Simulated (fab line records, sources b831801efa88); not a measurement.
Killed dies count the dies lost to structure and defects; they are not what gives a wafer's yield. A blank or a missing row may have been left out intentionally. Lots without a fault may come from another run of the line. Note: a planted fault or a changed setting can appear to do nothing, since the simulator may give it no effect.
Which of the tools did it? -- flow gf180mcu -- 6 lots with 18 wafers sampled at 2 steps, on a route of 602 steps

## WHAT THE GAUGES SHOWED, per wafer
GF_MVSD_OVL_MEAS_07.
lot,measured,on,MVSD_OVL (nm)
L146,day 5 15:26,overlay-01,1.4 3.6 3.0
L149,day 6 14:07,overlay-01,0.5 1.9 -0.2
L154,day 7 18:47,overlay-01,2.3 -0.6 1.9
L157,day 8 11:22,overlay-01,1.3 2.0 0.8
L160,day 9 00:18,overlay-01,-0.3 -1.5 0.6
L162,day 9 16:21,overlay-02,0.2 1.9 1.7

## TOOL THAT RAN EACH LOT (tool first, then ch and the chambers of the sampled wafers, then the start)
lot,GF_MVSD_EXPOSE_04
L146,"iline stepper-02 ch 0, day 5 08:20"
L149,"iline stepper-02 ch 0, day 6 08:01"
L154,"iline stepper-02 ch 0, day 7 11:15"
L157,"iline stepper-02 ch 0, day 8 03:46"
L160,"iline stepper-02 ch 0, day 8 16:02"
L162,"iline stepper-02 ch 0, day 9 07:52"
- GF_MVSD_EXPOSE_04: exposes mask MVSD, target cd 1000 nm.

## THE ANSWER, worked out from the rows above alone
Rule: the usual values come from the lots themselves. Put in order of their means at a reading, lots are off if they are a third of the lots or fewer, leave a main group of 4 or more, and stand apart from it by a gap of 3 or more times the standard deviation of the main group's means; of several such gaps the widest counts. If all means in a main group match to the digits the tables above print for the reading, that group is not used. A lot without any number at a reading at which 4 lots or more have one is off too. Any other lot the step has rows for is counted as sound.
Across all readings shown, no lot is off: no conclusion can be drawn from this.

## WHAT WAS PUT IN BY THE SIMULATOR
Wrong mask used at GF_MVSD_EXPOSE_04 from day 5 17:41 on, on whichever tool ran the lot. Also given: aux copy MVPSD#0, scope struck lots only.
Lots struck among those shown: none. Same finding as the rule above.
